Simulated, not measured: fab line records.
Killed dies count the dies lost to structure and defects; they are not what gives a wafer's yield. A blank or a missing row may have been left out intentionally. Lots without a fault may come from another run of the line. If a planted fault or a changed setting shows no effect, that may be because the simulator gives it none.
fab line records :: flow gf180mcu
record
  lots=7
  wafers=21
  lastDay=34
route steps=602 shown STI@1
lots with no fault: from the same line, run without faults
startH: hours from the record's first day to the start of the lot's first wafer shown :: waitH: hours since the lot's step before :: " as in the row above :: L1.1+2: several wafers, shown together as one row :: - no value, or no start given :: * or withheld: withheld :: < > ~ a bound
route shown NAME@n: names a module that has steps shown in the file, with the first one's number in the route :: usual: mean and standard deviation over wafers with no fault :: same: alike in all rows :: chamber/n: place in a boat :: sites: the reading at each site :: _std_site: the values' standard deviation :: _edge_site: inner sites' mean taken away from outer sites' mean :: radiusMm: for every site, how far away it sits from the centre of the wafer :: mask NAME#n: copy n :: behind: the tool/chamber that last shaped the wafer :: hold: why the lot was held/for how many hours/how that ended :: device: transistor that didn't switch, given as n, p or np :: end of line: the tests these same wafers got at the end of their route :: a step with no rows: only its recipe :: killed: dies that structure and defects cost at the first sort, which is not the same as the wafer's yield :: map: a wafer's dies, x killed, . not, _ none there
set.NAME: setting as actually run; set.NAME@STEP: the setting as run at that earlier step :: model.NAME: the simulator's own value behind a step, which no gauge read
lots at some steps of the route; a table a step, a row a wafer
services: the hour from which a tool's chamber was out of use, counted from the record's first day as startH (under 0 if before that day), plus the number of hours and why
## steps
# step GF_STI_BOW_MEAS_00
# recipe
  mode=bow
# usual
  INCOMING_BOW=0/6.3
lot.wafer: L386.1
tool: filmMetro-01
chamber: -
startH: 50.00
waitH: -
INCOMING_BOW[um]: 8

lot.wafer: L386.2
tool: filmMetro-01
chamber: -
startH: 50.00
waitH: -
INCOMING_BOW[um]: 4

lot.wafer: L386.4
tool: filmMetro-01
chamber: -
startH: 50.00
waitH: -
INCOMING_BOW[um]: -4

lot.wafer: L389.1
tool: filmMetro-01
chamber: -
startH: 65.00
waitH: -
INCOMING_BOW[um]: 1

lot.wafer: L389.2
tool: filmMetro-01
chamber: -
startH: 65.00
waitH: -
INCOMING_BOW[um]: -1

lot.wafer: L389.3
tool: filmMetro-01
chamber: -
startH: 65.00
waitH: -
INCOMING_BOW[um]: -3

lot.wafer: L390.3
tool: filmMetro-04
chamber: -
startH: 70.04
waitH: -
INCOMING_BOW[um]: 10

lot.wafer: L390.4
tool: filmMetro-04
chamber: -
startH: 70.04
waitH: -
INCOMING_BOW[um]: 17

lot.wafer: L390.6
tool: filmMetro-04
chamber: -
startH: 70.04
waitH: -
INCOMING_BOW[um]: 10

lot.wafer: L391.2
tool: filmMetro-01
chamber: -
startH: 75.02
waitH: -
INCOMING_BOW[um]: 2

lot.wafer: L391.4
tool: filmMetro-01
chamber: -
startH: 75.02
waitH: -
INCOMING_BOW[um]: 10

lot.wafer: L391.6
tool: filmMetro-01
chamber: -
startH: 75.02
waitH: -
INCOMING_BOW[um]: -6

lot.wafer: L392.2
tool: filmMetro-04
chamber: -
startH: 80.02
waitH: -
INCOMING_BOW[um]: -3

lot.wafer: L392.5
tool: filmMetro-04
chamber: -
startH: 80.02
waitH: -
INCOMING_BOW[um]: 5

lot.wafer: L392.6
tool: filmMetro-04
chamber: -
startH: 80.02
waitH: -
INCOMING_BOW[um]: -2

lot.wafer: L399.1
tool: filmMetro-01
chamber: -
startH: 115.00
waitH: -
INCOMING_BOW[um]: -1

lot.wafer: L399.3
tool: filmMetro-01
chamber: -
startH: 115.00
waitH: -
INCOMING_BOW[um]: -2

lot.wafer: L399.5
tool: filmMetro-01
chamber: -
startH: 115.00
waitH: -
INCOMING_BOW[um]: 3

lot.wafer: L400.3
tool: filmMetro-01
chamber: -
startH: 120.04
waitH: -
INCOMING_BOW[um]: -4

lot.wafer: L400.4
tool: filmMetro-01
chamber: -
startH: 120.04
waitH: -
INCOMING_BOW[um]: -4

lot.wafer: L400.6
tool: filmMetro-01
chamber: -
startH: 120.04
waitH: -
INCOMING_BOW[um]: -1
# step GF_STI_OXIDATION_01
# recipe
  tempC=900
  ambient=O2
  stabiliseS=600
  purgeS=300
  targetThkA=100
  oxTimeS=1418
# usual
  oxTempC=900.1/0.42
  oxTempCMax=904.0/0.75
  zonePowerBottomPct=28/3
lot.wafer: L386.1
tool: furnace-01
chamber: 0
startH: 50.12
waitH: 0.1
oxTempC: 899.6
oxTempCMax: 903.8
zonePowerBottomPct: 31

lot.wafer: L386.2
tool: furnace-01
chamber: 0
startH: 50.12
waitH: 0.1
oxTempC: 899.7
oxTempCMax: 904.1
zonePowerBottomPct: 31

lot.wafer: L386.4
tool: furnace-01
chamber: 0
startH: 50.12
waitH: 0.1
oxTempC: 900.7
oxTempCMax: 903.9
zonePowerBottomPct: 31

lot.wafer: L389.1
tool: furnace-02
chamber: 0
startH: 66.21
waitH: 1.2
oxTempC: 900.3
oxTempCMax: 903.8
zonePowerBottomPct: 25

lot.wafer: L389.2
tool: furnace-02
chamber: 0
startH: 66.21
waitH: 1.2
oxTempC: 900.3
oxTempCMax: 905.5
zonePowerBottomPct: 25

lot.wafer: L389.3
tool: furnace-02
chamber: 0
startH: 66.21
waitH: 1.2
oxTempC: 900.7
oxTempCMax: 904.7
zonePowerBottomPct: 25

lot.wafer: L390.3
tool: furnace-02
chamber: -
startH: 70.12
waitH: 0.1
oxTempC: -
oxTempCMax: -
zonePowerBottomPct: -

lot.wafer: L390.4
tool: furnace-02
chamber: -
startH: 70.12
waitH: 0.1
oxTempC: -
oxTempCMax: -
zonePowerBottomPct: -

lot.wafer: L390.6
tool: furnace-02
chamber: -
startH: 70.12
waitH: 0.1
oxTempC: -
oxTempCMax: -
zonePowerBottomPct: -

lot.wafer: L391.2
tool: furnace-01
chamber: -
startH: 75.12
waitH: 0.1
oxTempC: -
oxTempCMax: -
zonePowerBottomPct: -

lot.wafer: L391.4
tool: furnace-01
chamber: -
startH: 75.12
waitH: 0.1
oxTempC: -
oxTempCMax: -
zonePowerBottomPct: -

lot.wafer: L391.6
tool: furnace-01
chamber: -
startH: 75.12
waitH: 0.1
oxTempC: -
oxTempCMax: -
zonePowerBottomPct: -

lot.wafer: L392.2
tool: furnace-01
chamber: -
startH: 80.42
waitH: 0.4
oxTempC: -
oxTempCMax: -
zonePowerBottomPct: -

lot.wafer: L392.5
tool: furnace-01
chamber: -
startH: 80.42
waitH: 0.4
oxTempC: -
oxTempCMax: -
zonePowerBottomPct: -

lot.wafer: L392.6
tool: furnace-01
chamber: -
startH: 80.42
waitH: 0.4
oxTempC: -
oxTempCMax: -
zonePowerBottomPct: -

lot.wafer: L399.1
tool: furnace-02
chamber: 0
startH: 116.45
waitH: 1.4
oxTempC: 899.1
oxTempCMax: 904.4
zonePowerBottomPct: 25

lot.wafer: L399.3
tool: furnace-02
chamber: 0
startH: 116.45
waitH: 1.4
oxTempC: 899.6
oxTempCMax: 903.7
zonePowerBottomPct: 25

lot.wafer: L399.5
tool: furnace-02
chamber: 0
startH: 116.45
waitH: 1.4
oxTempC: 899.9
oxTempCMax: 903.7
zonePowerBottomPct: 25

lot.wafer: L400.3
tool: furnace-01
chamber: 0
startH: 120.45
waitH: 0.4
oxTempC: 900.1
oxTempCMax: 906.4
zonePowerBottomPct: 31

lot.wafer: L400.4
tool: furnace-01
chamber: 0
startH: 120.45
waitH: 0.4
oxTempC: 900.2
oxTempCMax: 902.8
zonePowerBottomPct: 31

lot.wafer: L400.6
tool: furnace-01
chamber: 0
startH: 120.45
waitH: 0.4
oxTempC: 900.8
oxTempCMax: 905.1
zonePowerBottomPct: 31
# step GF_STI_CVD_03
# recipe
  material=Si3N4
  precursor=DCS/NH3
  targetThkNm=207.16
  tempC=770
  timeS=3551
  pressureMtorr=250
## services
tool: furnace-02
chamber: -
startH: 38.75
hours: 5.4
kind: repair

tool: furnace-01
chamber: -
startH: 56.51
hours: 2.9
kind: pm

tool: furnace-01
chamber: -
startH: 107.73
hours: 1.5
kind: pm
## key
firstSign
  step=GF_STI_OXIDATION_01
  reading=toolRecord
  direction=missing
effect none on later readings
metAt GF_STI_OXIDATION_01
struckWafers L390.3,L390.4,L390.6,L391.2,L391.4,L391.6,L392.2,L392.5,L392.6
laterRowsLeftOut L390.3,L390.4,L390.6,L391.2,L391.4,L391.6,L392.2,L392.5,L392.6
sortLeftOut L390.3,L390.4,L390.6,L391.2,L391.4,L391.6,L392.2,L392.5,L392.6
testerLeftOut L390,L391,L392
onsetBetween 66.21 70.12
fault
  kind=skippedStepWhole
  tool=furnace-01,furnace-02
  chamber=-
  onsetH=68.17
  steps=GF_STI_OXIDATION_01
  scope=struckLotsOnly
# testerLeftOut: of these lots the tester's yield and bins aren't shown, on N5 and GAA mostly nor the transistor test; their killed dies are dies lost to structure and defects alone, not to doping, threshold or leakage, so they don't give the yield
# sortLeftOut: the simulated sort isn't trusted on such a fault, so these wafers' sort isn't shown, and their yield isn't known
# laterRowsLeftOut: the simulator's readings of these wafers behind a module that went badly wrong aren't trusted and aren't shown, but for the sort
